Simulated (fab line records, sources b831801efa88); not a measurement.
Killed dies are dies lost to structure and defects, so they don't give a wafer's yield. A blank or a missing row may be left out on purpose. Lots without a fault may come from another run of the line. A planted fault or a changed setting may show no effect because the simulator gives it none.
fab line records | flow sky130
record lots=7 wafers=21 last_day=50
route steps=708 shown CONTACT@424 METAL1@434 PAD_OPEN@708
lots that met no fault: from a run of the same line without faults
start_h: hours from the record's first day to the start of the lot's first wafer shown | wait_h: hours since the lot's step before | " the same as in the row above | L1.1+2: a row that stands for several wafers | - no value, or no start given | * or withheld: withheld | < > ~ a bound
route shown NAME@n: a module of which the file shows steps, and the number in the route of the first | usual: mean/standard deviation of fault-free wafers | same: alike in all rows | chamber/n: place in a boat | sites: the reading at each site | _std_site: their standard deviation | _edge_site: outer sites' mean less inner sites' | radius_mm: how far each site lies from the wafer's centre | mask NAME#n: copy n | behind: the tool/chamber that last shaped the wafer | hold: why the lot was held/for how many hours/how that ended | device: the transistor (n, p or np) that didn't switch | end of line: the same wafers' tests at the end of the route | a step without rows: its recipe alone | killed: dies lost to structure and defects at the first sort, not the wafer's yield | map: a wafer's dies, x killed, . not, _ none there
set.NAME: the setting as run; set.NAME@STEP: as run at that earlier step | model.NAME: the simulator's own value behind a step, which no gauge read
lots at some steps of the route; a table a step, a row a wafer
services: from which hour (start_h, from the record's first day; less than 0 if before it) a tool's chamber was out of use, for how many hours, and why
## steps
# step SKY_CONTACT_ETCH_18
# recipe target=Si3N4 chemistry=CHF3/O2 stop_on=TiN source_w=600 bias_w=200 pressure_mtorr=40 chf3_flow_sccm=50 O2_flow_sccm=5 time_s=39 target_depth_a=750
# usual bias_w=200.0/0.6 chamber_pressure_mTorr=40.00/0.033 drypump_motor_current_A=5.6/0.45 oes_product_au=0.853/0.0075 throttle_valve_pct=8.794/0.0098
# same time_s=39
# columns lot.wafer tool chamber start_h wait_h bias_w chamber_pressure_mTorr drypump_motor_current_A oes_product_au rf_hours_counter_h throttle_valve_pct
L957.2 rie_diel-04 2 - - 201.0 39.98 5.9 0.853 14 8.803
L957.3 " 1 " " 199.9 40.01 5.7 0.845 9 8.793
L957.6 " 0 " " 200.7 39.97 6.3 0.865 - 8.786
L964.1 rie_diel-04 3 - - 200.3 40.02 5.5 0.856 5 8.800
L964.2 " 0 " " 200.0 39.99 6.3 0.863 8 8.789
L964.5 " 2 " " 199.9 39.99 5.9 0.858 - 8.786
L965.2 rie_diel-03 3 - - 200.6 39.98 6.2 0.865 15 8.796
L965.3 " 2 " " 200.9 40.06 5.8 0.851 8 8.784
L965.4 " 1 " " 200.2 40.02 5.8 0.846 10 8.789
L968.3 rie_diel-04 1 - - 199.9 39.98 5.7 0.851 12 8.785
L968.4 " 0 " " 199.2 40.03 6.3 0.859 9 8.804
L968.5 " 2 " " 200.3 40.02 5.9 0.855 - 8.796
L973.2 rie_diel-04 2 - - 199.3 39.98 5.9 0.852 18 8.779
L973.3 " 3 " " 199.0 40.03 5.5 0.852 7 8.803
L973.4 " 2 " " 200.1 40.01 5.9 0.861 - 8.799
L974.2 rie_diel-03 3 - - 200.3 39.97 6.2 0.856 16 8.810
L974.5 " 0 " " 200.1 40.01 5.5 0.862 - 8.776
L974.6 " 1 " " 200.2 40.03 5.8 0.862 - 8.772
L977.1 rie_diel-03 1 - - 199.9 40.05 5.8 0.836 12 8.797
L977.3 " 3 " " 199.9 39.99 6.2 0.849 17 8.771
L977.4 " 0 " " 198.6 40.06 5.5 0.854 2 8.782
# step SKY_CONTACT_STRIP_19
# recipe chemistry=O2/N2 power_w=1400 pressure_mtorr=1500 platen_temp_c=withheld o2_flow_sccm=3000 n2_flow_sccm=300 overash_fraction=0.5
# step SKY_CONTACT_STRIP_20
# recipe chemistry=post_etch_residue_remover time_s=1200 temp_c=72.5
# step SKY_CONTACT_CLEAN_21
# recipe chemistry=IPA time_s=180 temp_c=25
# step SKY_CONTACT_CLEAN_22
# recipe chemistry=O3/DIW dry=n2_spin
# step SKY_CONTACT_SPUTTER_23
# recipe material=TiN target_thk_nm=20 chamber_pressure_pa=5 power_w=4000 time_s=80
# usual throttle_valve_pct=29.5/1.2
# same time_s=80
# columns lot.wafer tool chamber start_h wait_h throttle_valve_pct
L957.2 pvd_sputter-01 - 771.24 0.0 30.2
L957.3 " - " " 31.2
L957.6 " - " " 30.2
L964.1 pvd_sputter-01 - 815.79 0.0 28.1
L964.2 " - " " 31.1
L964.5 " - " " 28.4
L965.2 pvd_sputter-04 - 859.88 0.0 29.6
L965.3 " - " " 28.9
L965.4 " - " " 28.2
L968.3 pvd_sputter-01 - 861.44 0.0 30.0
L968.4 " - " " 28.5
L968.5 " - " " 30.1
L973.2 pvd_sputter-03 - 882.16 0.0 31.1
L973.3 " - " " 27.7
L973.4 " - " " 31.1
L974.2 pvd_sputter-01 - 892.73 0.0 30.3
L974.5 " - " " 28.4
L974.6 " - " " 30.4
L977.1 pvd_sputter-01 - 914.91 0.0 31.2
L977.3 " - " " 28.5
L977.4 " - " " 30.1
# step SKY_CONTACT_CVD_24
# recipe material=W target_thk_nm=340 time_s=102.12 temp_c=400 pressure_torr=40
# step SKY_CONTACT_RS_MEAS_25
# recipe thk_meas_gauge=four-point-probe reads=W_of_CONTACT_CVD_24+TiN_of_CONTACT_SPUTTER_23
# usual CONTACT_W_RS=0.340/0.0041
# columns lot.wafer tool chamber start_h wait_h CONTACT_W_RS[ohm/sq]
L957.2 film_metro-03 - 771.43 0.1 0.342
L957.3 " - " " 0.338
L957.6 " - " " 0.345
L964.1 film_metro-04 - 815.96 0.1 0.340
L964.2 " - " " 0.340
L964.5 " - " " 0.336
L965.2 film_metro-02 - 860.07 0.1 0.342
L965.3 " - " " 0.346
L965.4 " - " " 0.344
L968.3 film_metro-04 - 861.65 0.1 0.342
L968.4 " - " " 0.340
L968.5 " - " " 0.340
L973.2 film_metro-03 - 882.36 0.1 0.339
L973.3 " - " " 0.336
L973.4 " - " " 0.345
L974.2 film_metro-03 - 892.92 0.1 0.343
L974.5 " - " " 0.345
L974.6 " - " " 0.342
L977.1 film_metro-03 - 915.08 0.1 0.346
L977.3 " - " " 0.343
L977.4 " - " " 0.342
# step SKY_CONTACT_THK_MEAS_26
# recipe thk_meas_gauge=xrf reads=W_of_CONTACT_CVD_24
# usual CONTACT_W_THK=339/5.8
# columns lot.wafer tool chamber start_h wait_h CONTACT_W_THK[nm]
L957.2 film_metro-03 - 771.54 0.1 338
L957.3 " - " " 343
L957.6 " - " " 337
L964.1 film_metro-04 - 816.08 0.1 335
L964.2 " - " " 337
L964.5 " - " " 340
L965.2 film_metro-02 - 860.18 0.1 333
L965.3 " - " " 331
L965.4 " - " " 332
L968.3 film_metro-04 - 861.75 0.1 334
L968.4 " - " " 335
L968.5 " - " " 334
L973.2 film_metro-03 - 882.47 0.1 343
L973.3 " - " " 347
L973.4 " - " " 336
L974.2 film_metro-03 - 893.03 0.1 339
L974.5 " - " " 338
L974.6 " - " " 340
L977.1 film_metro-03 - 915.20 0.1 333
L977.3 " - " " 337
L977.4 " - " " 336
# step SKY_CONTACT_CMP_27
# recipe stop_on=SiO2 t_overpolish_s=15 down_force_psi=3.5 platen_rpm=60 target_thk_nm=0 pad_velocity_m_s=0.94248
# usual motor_current_A=11.7/2 overpolish_run_s=15.000/0.0081 time_to_endpoint_s=82/3.1
# columns lot.wafer tool chamber start_h wait_h motor_current_A overpolish_run_s time_to_endpoint_s
L957.2 cmp-02 2 771.59 0.0 14.0 15.007 81
L957.3 " 3 " " 11.3 15.009 80
L957.6 " 2 " " 14.1 15.007 82
L964.2 cmp-02 0 816.19 0.1 13.2 15.007 82
L964.1 " 1 " " 9.9 14.987 85
L964.5 " 0 " " 11.6 15.008 83
L965.2 cmp-01 2 860.28 0.1 15.1 15.009 81
L965.4 " 3 " " 11.2 15.002 77
L965.3 " 0 " " 9.9 14.990 77
L968.3 cmp-02 2 861.84 0.1 14.0 15.011 83
L968.4 " 3 " " 11.8 14.989 82
L968.5 " 2 " " 14.2 15.007 82
L973.4 cmp-01 0 882.52 0.0 9.6 15.015 80
L973.2 " 2 " " 14.6 15.002 82
L973.3 " 3 " " 11.6 14.998 83
L974.2 cmp-02 0 893.23 0.2 12.7 15.011 81
L974.5 " 1 " " 9.7 15.000 81
L974.6 " 2 " " 14.3 14.991 82
L977.1 cmp-02 3 915.38 0.2 11.9 14.994 77
L977.3 " 0 " " 13.4 14.998 80
L977.4 " 1 " " 10.3 14.995 83
# step SKY_METAL1_SPUTTER_00
# recipe material=Ti target_thk_nm=15 power_w=3000 time_s=10 chamber_pressure_pa=0.4
# step SKY_METAL1_SPUTTER_01
# recipe material=TiN target_thk_nm=20 power_w=6500 time_s=16.7 chamber_pressure_pa=0.4
# step SKY_METAL1_SPUTTER_02
# recipe material=AlCu target_thk_nm=250 power_w=10220 time_s=13.3 chamber_pressure_pa=0.4
# usual throttle_valve_pct=29.6/1.3
# columns lot.wafer tool chamber start_h wait_h throttle_valve_pct model.AlCu_of_METAL1_SPUTTER_02.thk_nm
L957.2 pvd_sputter-02 - 771.94 0.0 30.6 240.4
L957.3 " - " " 29.1 236.7
L957.6 " - " " 30.2 239.1
L964.1 pvd_sputter-03 - 816.49 0.0 27.7 357.9
L964.2 " - " " 29.0 359.2
L964.5 " - " " 30.6 361.4
L965.2 pvd_sputter-03 - 860.58 0.0 31.2 352.9
L965.3 " - " " 28.9 355.8
L965.4 " - " " 27.6 356.9
L968.3 pvd_sputter-03 - 862.14 0.0 27.7 358.8
L968.4 " - " " 27.6 358.5
L968.5 " - " " 31.3 357.6
L973.2 pvd_sputter-01 - 882.87 0.0 28.2 241.4
L973.3 " - " " 30.1 240.8
L973.4 " - " " 31.4 241.8
L974.2 pvd_sputter-01 - 893.43 0.0 30.4 236.5
L974.5 " - " " 31.4 238.8
L974.6 " - " " 28.4 234.8
L977.1 pvd_sputter-03 - 915.73 0.0 29.0 244.2
L977.3 " - " " 30.5 241
L977.4 " - " " 27.7 240.1
# step SKY_METAL1_SPUTTER_03
# recipe material=Ti target_thk_nm=5 power_w=3000 time_s=3.3 chamber_pressure_pa=0.4
# step SKY_METAL1_SPUTTER_04
# recipe material=TiN target_thk_nm=70 power_w=6500 time_s=58.3 chamber_pressure_pa=0.4
# usual throttle_valve_pct=29.6/1.3
# same time_s=58.3
# columns lot.wafer tool chamber start_h wait_h throttle_valve_pct
L957.2 pvd_sputter-02 - 771.98 0.0 31.1
L957.3 " - " " 28.8
L957.6 " - " " 30.2
L964.1 pvd_sputter-03 - 816.53 0.0 27.6
L964.2 " - " " 28.9
L964.5 " - " " 30.7
L965.2 pvd_sputter-03 - 860.62 0.0 31.0
L965.3 " - " " 28.8
L965.4 " - " " 27.7
L968.3 pvd_sputter-03 - 862.18 0.0 27.5
L968.4 " - " " 27.4
L968.5 " - " " 31.0
L973.2 pvd_sputter-01 - 882.92 0.0 28.4
L973.3 " - " " 30.4
L973.4 " - " " 31.4
L974.2 pvd_sputter-01 - 893.47 0.0 30.2
L974.5 " - " " 31.4
L974.6 " - " " 28.3
L977.1 pvd_sputter-03 - 915.77 0.0 29.0
L977.3 " - " " 30.6
L977.4 " - " " 27.5
# step SKY_METAL1_RS_MEAS_05
# recipe thk_meas_gauge=four-point-probe reads=TiN_of_METAL1_SPUTTER_04+Ti_of_METAL1_SPUTTER_03+AlCu_of_METAL1_SPUTTER_02+TiN_of_METAL1_SPUTTER_01+Ti_of_METAL1_SPUTTER_00
# usual METAL1_ALCU_RS=0.1322/0.0015
# columns lot.wafer tool chamber start_h wait_h METAL1_ALCU_RS[ohm/sq]
L957.2 film_metro-01 - 772.05 0.0 0.1321
L957.3 " - " " 0.1342
L957.6 " - " " 0.1326
L964.1 film_metro-04 - 816.58 0.0 0.0879
L964.2 " - " " 0.0876
L964.5 " - " " 0.0870
L965.2 film_metro-04 - 860.69 0.0 0.0891
L965.3 " - " " 0.0883
L965.4 " - " " 0.0881
L968.3 film_metro-02 - 862.27 0.1 0.0877
L968.4 " - " " 0.0877
L968.5 " - " " 0.0879
L973.2 film_metro-04 - 882.99 0.0 0.1312
L973.3 " - " " 0.1317
L973.4 " - " " 0.1314
L974.2 film_metro-02 - 893.54 0.0 0.1345
L974.5 " - " " 0.1332
L974.6 " - " " 0.1355
L977.1 film_metro-04 - 915.82 0.0 0.1299
L977.3 " - " " 0.1315
L977.4 " - " " 0.1324
# step SKY_METAL1_THK_MEAS_06
# recipe thk_meas_gauge=xrf reads=AlCu_of_METAL1_SPUTTER_02
# usual METAL1_ALCU_THK=236.6/2.9
# columns lot.wafer tool chamber start_h wait_h METAL1_ALCU_THK[nm]
L957.2 film_metro-01 - 772.16 0.1 238.4
L957.3 " - " " 233.5
L957.6 " - " " 237.4
L964.1 film_metro-04 - 816.70 0.1 350.6
L964.2 " - " " 353.3
L964.5 " - " " 354.0
L965.2 film_metro-04 - 860.80 0.1 347.8
L965.3 " - " " 348.0
L965.4 " - " " 347.6
L968.3 film_metro-02 - 862.37 0.1 353.0
L968.4 " - " " 353.6
L968.5 " - " " 353.5
L973.2 film_metro-04 - 883.10 0.1 237.4
L973.3 " - " " 238.2
L973.4 " - " " 238.0
L974.2 film_metro-02 - 893.65 0.1 233.5
L974.5 " - " " 235.0
L974.6 " - " " 232.6
L977.1 film_metro-04 - 915.94 0.1 239.3
L977.3 " - " " 235.9
L977.4 " - " " 236.9
# step SKY_METAL1_DEHYDRATE_07
# recipe temp_c=200 time_s=60
# step SKY_METAL1_HMDS_08
# recipe prime_time_s=60 prime_temp_c=120
# step SKY_METAL1_COAT_09
# recipe resist=BARC temp_c=withheld time_s=withheld spin_rpm=3000 resist_thk_nm=60
# step SKY_METAL1_COAT_10
# recipe resist=KrF-thick spin_rpm=3000 resist_thk_nm=450
# step SKY_METAL1_SOFTBAKE_11
# recipe temp_c=100 time_s=90 resist=KrF-thick
# step SKY_METAL1_EXPOSE_12
# recipe mask_id=MM1 na=0.8 source_shape=annular sigma_inner=0.55 sigma_outer=0.85 target_cd_nm=140 dose_mj=28
# step SKY_METAL1_PEB_13
# recipe peb_temp_c=withheld peb_time_s=withheld resist=KrF-thick
# step SKY_METAL1_DEVELOP_14
# recipe develop_time_s=60 resist=KrF-thick dev_temp_c=21
# step SKY_METAL1_CD_MEAS_15
# recipe target_cd_nm=140
# usual cd_nm=139.7/2
# columns lot.wafer tool chamber start_h wait_h cd_nm
L957.2 cd_sem-02 - 798.83 - 139.1
L957.3 " - " " 139.0
L957.6 " - " " 138.0
L964.1 cd_sem-02 - 842.86 - 139.4
L964.2 " - " " 138.4
L964.5 " - " " 138.2
L965.2 cd_sem-02 - 886.57 - 140.4
L965.3 " - " " 140.2
L965.4 " - " " 139.8
L968.3 cd_sem-02 - 888.52 - 141.9
L968.4 " - " " 141.5
L968.5 " - " " 140.2
L973.2 cd_sem-01 - 908.77 - 139.1
L973.3 " - " " 138.8
L973.4 " - " " 139.5
L974.2 cd_sem-02 - 918.48 - 139.2
L974.5 " - " " 140.4
L974.6 " - " " 141.5
L977.1 cd_sem-01 - 940.16 - 137.7
L977.3 " - " " 136.5
L977.4 " - " " 136.7
# step SKY_METAL1_OVL_MEAS_16
# usual METAL1_OVL=4/5.4
# columns lot.wafer tool chamber start_h wait_h METAL1_OVL[nm]
L957.2 overlay-02 - 798.96 0.1 9
L957.3 " - " " 5
L957.6 " - " " 3
L964.1 overlay-02 - 842.98 0.1 2
L964.2 " - " " -9
L964.5 " - " " 0
L965.2 overlay-02 - 886.67 0.1 8
L965.3 " - " " 8
L965.4 " - " " 3
L968.3 overlay-01 - 888.62 0.1 6
L968.4 " - " " 5
L968.5 " - " " 4
L973.2 overlay-01 - 908.87 0.1 5
L973.3 " - " " 14
L973.4 " - " " 2
L974.2 overlay-02 - 918.59 0.1 -6
L974.5 " - " " 5
L974.6 " - " " -2
L977.1 overlay-02 - 940.28 0.1 14
L977.3 " - " " 12
L977.4 " - " " 3
# step SKY_METAL1_DESCUM_17
# recipe chemistry=O2 source_power_w=150 bias_power_w=0 pressure_mtorr=10 temp_c=40 time_s=8
# step SKY_METAL1_ETCH_18
# recipe chemistry=N2/H2 target=BARC ion_energy_ev=200 bias_w=100 pressure_mtorr=30 n2_flow_sccm=100 h2_flow_sccm=200 icp_w=500 stop_on=SiO2 time_s=45.9 target_depth_a=600
# usual bias_w=100.0/0.31 chamber_pressure_mTorr=30.006/0.025 drypump_motor_current_A=6.0/0.47 oes_product_au=0.855/0.0051 throttle_valve_pct=13.224/0.0091
# same time_s=45.9
# columns lot.wafer tool chamber start_h wait_h bias_w chamber_pressure_mTorr drypump_motor_current_A oes_product_au rf_hours_counter_h throttle_valve_pct
L957.2 rie_metal-03 1 799.02 0.0 99.9 29.970 5.7 0.859 13 13.237
L957.3 " 1 " " 100.1 30.056 5.7 0.864 - 13.230
L957.6 " 1 " " 100.2 29.945 5.7 0.848 - 13.221
L964.1 rie_metal-01 0 843.05 0.0 100.5 29.987 5.9 0.853 5 13.225
L964.2 " 1 " " 100.0 30.003 5.2 0.854 1 13.225
L964.5 " 1 " " 100.2 30.007 5.2 0.860 - 13.223
L965.2 rie_metal-02 1 886.74 0.0 100.2 30.010 6.1 0.847 15 13.203
L965.3 " 1 " " 99.8 29.985 6.1 0.854 - 13.219
L965.4 " 0 " " 100.0 30.001 6.4 0.856 - 13.219
L968.3 rie_metal-03 0 888.75 0.1 100.5 29.960 6.5 0.857 - 13.232
L968.4 " 0 " " 100.3 30.009 6.5 0.854 - 13.231
L968.5 " 0 " " 100.3 30.016 6.5 0.860 - 13.213
L973.2 rie_metal-02 1 908.94 0.0 99.9 30.020 6.1 0.846 16 13.209
L973.3 " 0 " " 100.1 30.027 6.4 0.855 - 13.222
L973.4 " 1 " " 99.7 29.987 6.1 0.862 - 13.236
L974.2 rie_metal-03 1 918.71 0.1 100.5 30.020 5.7 0.852 - 13.249
L974.5 " 1 " " 99.8 30.011 5.7 0.856 - 13.223
L974.6 " 1 " " 100.0 29.991 5.7 0.849 - 13.224
L977.1 rie_metal-02 0 940.38 0.1 100.2 30.046 6.4 0.862 12 13.223
L977.3 " 0 " " 100.4 29.973 6.4 0.862 - 13.225
L977.4 " 0 " " 99.7 30.018 6.4 0.850 - 13.210
# step SKY_METAL1_METAL_ETCH_19
# recipe target_depth_a=3600 stop_on=SiO2 over_etch_frac=0.3 time_s=78 chemistry=Cl2/BCl3 resist_sidewall_deg=88 pressure_mtorr=10 icp_w=900 bias_w=48.5 Cl2_flow_sccm=60 bcl3_flow_sccm=30
# usual bcl3_flow_sccm=30.01/0.084 bias_w=48.51/0.13 chamber_pressure_mTorr=10.000/0.01 drypump_motor_current_A=6.0/0.46 oes_product_au=0.853/0.011 throttle_valve_pct=22.265/0.0089
# same time_s=78
# columns lot.wafer tool chamber start_h wait_h bcl3_flow_sccm bias_w chamber_pressure_mTorr drypump_motor_current_A oes_product_au rf_hours_counter_h throttle_valve_pct
L957.2 rie_metal-03 1 799.08 0.0 30.02 48.64 10.015 5.7 0.842 13 22.259
L957.3 " 1 " " 29.99 48.40 9.985 5.7 0.863 - 22.263
L957.6 " 1 " " 29.97 48.65 10.003 5.7 0.864 - 22.253
L964.1 rie_metal-01 0 843.11 0.0 30.03 48.41 10.000 5.9 0.956 5 22.262
L964.2 " 1 " " 30.06 48.55 9.985 5.2 0.947 1 22.270
L964.5 " 1 " " 30.09 48.20 10.005 5.2 0.962 - 22.252
L965.2 rie_metal-02 1 886.80 0.0 30.12 48.45 9.996 6.1 0.947 15 22.270
L965.3 " 1 " " 29.94 48.30 10.011 6.1 0.948 - 22.265
L965.4 " 0 " " 30.13 48.41 9.998 6.4 0.945 - 22.273
L968.3 rie_metal-03 0 888.89 0.1 29.97 48.45 10.003 6.5 0.957 - 22.256
L968.4 " 0 " " 29.91 48.58 10.010 6.5 0.958 - 22.265
L968.5 " 0 " " 29.94 48.51 9.999 6.5 0.952 - 22.271
L973.2 rie_metal-02 1 909.00 0.0 29.91 48.77 9.984 6.1 0.842 16 22.275
L973.3 " 0 " " 30.21 48.40 10.013 6.4 0.841 - 22.272
L973.4 " 1 " " 29.85 48.87 10.004 6.1 0.839 - 22.270
L974.2 rie_metal-03 1 918.84 0.1 30.10 48.45 10.016 5.7 0.869 - 22.263
L974.5 " 1 " " 30.08 48.55 9.988 5.7 0.871 - 22.269
L974.6 " 1 " " 30.07 48.57 9.998 5.7 0.864 - 22.261
L977.1 rie_metal-02 0 940.51 0.1 30.07 48.56 10.004 6.4 0.843 12 22.256
L977.3 " 0 " " 29.98 48.65 9.996 6.4 0.839 - 22.255
L977.4 " 0 " " 30.02 48.48 9.998 6.4 0.870 - 22.262
# step SKY_METAL1_STRIP_20
# recipe chemistry=O2/N2 power_w=1400 pressure_mtorr=1500 platen_temp_c=withheld o2_flow_sccm=3000 n2_flow_sccm=300 overash_fraction=0.5
# step SKY_PAD_OPEN_PROBE_99
# columns lot.wafer tool chamber start_h wait_h model.etest.met1_comb.leak_log10_a_um model.etest.met1.line_ohm_um model.etest.met1.rs_ohm_sq
L957.2 prober-01 - 1101.88 0.1 -12.01 0.9714 0.1335
L957.3 prober-01 - 1101.93 0.2 -12.06 0.9687 0.1355
L957.6 prober-01 - 1102.08 0.2 -11.99 0.9825 0.1345
L964.1 prober-02 - 1135.42 0.1 -10.91 0.6388 0.0893
L964.2 prober-02 - 1135.47 0.1 -11.73 0.6439 0.08813
L964.5 prober-02 - 1135.62 0.2 -11.61 0.6189 0.08828
L965.2 prober-02 - 1167.34 0.1 -12.04 0.6531 0.09013
L965.3 prober-02 - 1167.39 0.2 -12.1 0.6111 0.08852
L965.4 prober-02 - 1167.44 0.2 -12 0.6608 0.08956
L968.3 prober-01 - 1169.31 0.2 -11.51 0.6205 0.08754
L968.4 prober-01 - 1169.36 0.2 -11.84 0.6366 0.08825
L968.5 prober-01 - 1169.41 0.2 -11.38 0.6307 0.08918
L973.2 prober-02 - 1182.82 0.1 -11.93 0.9592 0.1312
L973.3 prober-02 - 1182.87 0.2 -12.06 0.9667 0.1328
L973.4 prober-02 - 1182.92 0.2 -12.14 0.9618 0.133
L974.2 prober-01 - 1190.22 0.1 -12.12 0.9888 0.1367
L974.5 prober-01 - 1190.37 0.2 -11.95 0.9543 0.1346
L974.6 prober-01 - 1190.42 0.2 -11.91 0.9815 0.137
L977.1 prober-02 - 1211.83 0.1 -12.01 0.9504 0.1312
L977.3 prober-02 - 1211.93 0.2 -12.03 0.9813 0.1325
L977.4 prober-02 - 1211.98 0.2 -11.78 0.9819 0.135
# killed by level:class
L957.2 CONTACT:geometric_particle:open=7 CONTACT:geometric_particle:short=6 METAL1:geometric_particle:short=6 VIA1:geometric_particle:open=6 POLY_GATE:geometric_particle:short=5 LI_CONTACT:geometric_particle:open=5 METAL4:geometric_particle:short=5 VIA1:geometric_particle:short=5
L957.3 CONTACT:geometric_particle:short=8 METAL1:geometric_particle:short=8 VIA2:geometric_particle:open=7 VIA1:geometric_particle:short=6 VIA1:geometric_particle:open=5 METAL2:geometric_particle:short=5 LI_CONTACT:geometric_particle:short=4 LI_CONTACT:geometric_particle:open=4
L957.6 VIA1:geometric_particle:open=12 LI_CONTACT:geometric_particle:open=8 METAL1:geometric_particle:short=8 VIA3:geometric_particle:open=7 LOCAL_INTERCONNECT:geometric_particle:short=6 VIA2:geometric_particle:open=6 POLY_GATE:geometric_particle:open=5 CONTACT:geometric_particle:open=5
L965.2 VIA1:geometric_particle:open=17 CONTACT:geometric_particle:open=12 FIELD_ISO:geometric_particle:open=8 POLY_GATE:geometric_particle:short=7 LI_CONTACT:geometric_particle:open=7 METAL2:geometric_particle:short=7 FIELD_ISO:geometric_particle:short=6 METAL1:geometric_particle:short=6
L965.3 CONTACT:geometric_particle:open=13 VIA3:geometric_particle:open=11 VIA1:geometric_particle:open=11 METAL2:geometric_particle:short=9 VIA2:geometric_particle:open=8 LI_CONTACT:geometric_particle:open=4 LOCAL_INTERCONNECT:geometric_particle:short=4 CONTACT:geometric_particle:short=4
L965.4 VIA1:geometric_particle:open=11 CONTACT:geometric_particle:open=8 LI_CONTACT:geometric_particle:open=6 FIELD_ISO:geometric_particle:short=5 LOCAL_INTERCONNECT:geometric_particle:short=5 VIA3:geometric_particle:open=5 METAL2:geometric_particle:short=5 FIELD_ISO:geometric_particle:open=3
L968.3 VIA1:geometric_particle:open=12 VIA2:geometric_particle:open=9 VIA3:geometric_particle:open=9 CONTACT:geometric_particle:open=7 METAL2:geometric_particle:short=6 LI_CONTACT:geometric_particle:open=4 VIA1:geometric_particle:short=4 METAL1:area_etch=4
L968.4 VIA1:geometric_particle:open=16 VIA3:geometric_particle:open=10 LI_CONTACT:geometric_particle:open=9 FIELD_ISO:geometric_particle:short=7 FIELD_ISO:geometric_particle:open=7 CONTACT:geometric_particle:open=7 METAL2:geometric_particle:short=7 VIA1:geometric_particle:short=6
L968.5 VIA1:geometric_particle:open=16 FIELD_ISO:geometric_particle:short=8 CONTACT:geometric_particle:open=8 METAL2:geometric_particle:short=6 FIELD_ISO:geometric_particle:open=5 VIA1:geometric_particle:short=5 METAL4:geometric_particle:short=4 CONTACT:geometric_particle:short=4
L973.2 CONTACT:geometric_particle:open=9 VIA1:geometric_particle:open=6 METAL1:geometric_particle:short=5 LI_CONTACT:geometric_particle:open=4 LOCAL_INTERCONNECT:geometric_particle:short=4 VIA3:geometric_particle:open=4 LI_CONTACT:geometric_particle:short=3 CONTACT:geometric_particle:short=3
L973.3 CONTACT:geometric_particle:open=9 VIA1:geometric_particle:short=9 LI_CONTACT:geometric_particle:open=7 FIELD_ISO:geometric_particle:open=5 CONTACT:geometric_particle:short=5 VIA1:geometric_particle:open=5 METAL2:geometric_particle:short=5 METAL4:geometric_particle:short=5
L973.4 VIA1:geometric_particle:open=10 CONTACT:geometric_particle:open=9 METAL1:geometric_particle:short=9 VIA2:geometric_particle:open=7 VIA3:geometric_particle:open=7 POLY_GATE:geometric_particle:short=5 LI_CONTACT:geometric_particle:open=4 METAL4:geometric_particle:short=4
L974.2 VIA1:geometric_particle:open=14 CONTACT:geometric_particle:open=11 VIA2:geometric_particle:open=8 METAL1:geometric_particle:short=7 CONTACT:geometric_particle:short=5 VIA1:geometric_particle:short=5 FIELD_ISO:geometric_particle:open=4 VIA2:geometric_particle:short=4
L974.5 VIA1:geometric_particle:open=11 VIA2:geometric_particle:open=9 VIA3:geometric_particle:open=8 CONTACT:geometric_particle:open=7 LOCAL_INTERCONNECT:geometric_particle:short=4 VIA3:geometric_particle:short=4 FIELD_ISO:geometric_particle:short=3 LI_CONTACT:geometric_particle:open=3
L974.6 VIA2:geometric_particle:open=8 CONTACT:geometric_particle:short=7 VIA3:geometric_particle:open=6 FIELD_ISO:geometric_particle:short=5 METAL2:geometric_particle:short=5 METAL1:geometric_particle:short=5 METAL4:geometric_particle:short=5 VIA1:geometric_particle:open=4
L977.1 VIA1:geometric_particle:open=9 CONTACT:geometric_particle:open=7 METAL1:geometric_particle:short=6 VIA3:geometric_particle:open=6 METAL2:geometric_particle:short=5 VIA2:geometric_particle:open=5 POLY_GATE:geometric_particle:open=4 POLY_GATE:geometric_particle:short=3
L977.3 VIA1:geometric_particle:open=14 VIA3:geometric_particle:short=8 METAL2:geometric_particle:short=7 VIA3:geometric_particle:open=7 CONTACT:geometric_particle:open=6 LI_CONTACT:geometric_particle:open=5 CONTACT:geometric_particle:short=5 METAL1:geometric_particle:open=5
L977.4 METAL1:geometric_particle:short=6 VIA1:geometric_particle:open=6 CONTACT:geometric_particle:short=6 CONTACT:geometric_particle:open=6 VIA1:geometric_particle:short=6 VIA3:geometric_particle:open=6 METAL2:geometric_particle:short=5 FIELD_ISO:geometric_particle:open=4
## services
# columns tool chamber start_h hours kind
pvd_sputter-03 - 756.71 6.4 repair
pvd_sputter-03 - 766.97 2.8 repair
cmp-01 - 768.11 5.6 pm
cmp-01 - 779.00 8.9 pm
cmp-01 - 790.10 0.9 repair
pvd_sputter-02 - 798.21 108.1 repair
rie_diel-04 3 798.37 5.8 repair
cmp-01 - 803.22 0.5 repair
rie_metal-03 - 811.15 1.4 pm
rie_diel-04 1 814.28 2.7 repair
pvd_sputter-03 - 824.89 4.6 repair
rie_diel-04 - 828.50 0.4 repair
cmp-02 - 834.17 6.7 pm
rie_diel-03 - 837.99 0.5 repair
cmp-02 - 842.16 1.8 repair
pvd_sputter-01 - 862.72 5.0 repair
rie_diel-04 1 864.38 19.1 repair
rie_metal-03 1 871.88 21.5 repair
rie_diel-04 3 892.76 15.7 repair
rie_diel-03 1 893.40 3.9 repair
rie_metal-03 0 904.62 22.3 repair
rie_metal-03 1 914.71 3.7 repair
cmp-02 - 916.12 0.3 repair
cmp-02 - 922.79 2.2 repair
## key
first_sign step=SKY_METAL1_RS_MEAS_05 reading=METAL1_ALCU_RS direction=down sigmas=30 usual=0.1322 struck=0.0879
effect step=SKY_METAL1_THK_MEAS_06 reading=METAL1_ALCU_THK direction=up sigmas=40 usual=236.6 struck=351.3
effect step=SKY_METAL1_METAL_ETCH_19 reading=oes_product_au direction=up sigmas=8.7 usual=0.853 struck=0.952
model_effect step=SKY_METAL1_SPUTTER_02 value=AlCu_of_METAL1_SPUTTER_02.thk_nm without=240.6 struck=357.7
model_effect step=SKY_PAD_OPEN_PROBE_99 value=etest.met1_comb.leak_log10_a_um without=-12.01 struck=-11.68
met_at SKY_METAL1_SPUTTER_02
struck_wafers L964.1,L964.2,L964.5,L965.2,L965.3,L965.4,L968.3,L968.4,L968.5
sort_left_out L964.1,L964.2,L964.5
fault kind=process_parameter_drift tool=pvd_sputter-03 chamber=- onset_h=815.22 steps=SKY_METAL1_SPUTTER_02 channel=target_thk_nm offset=121.37 shape=step end_h=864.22 acts_in=these_recipes_only stated=250
# sort_left_out: the simulated sort isn't trusted on such a fault, so these wafers' sort isn't shown, and their yield isn't known
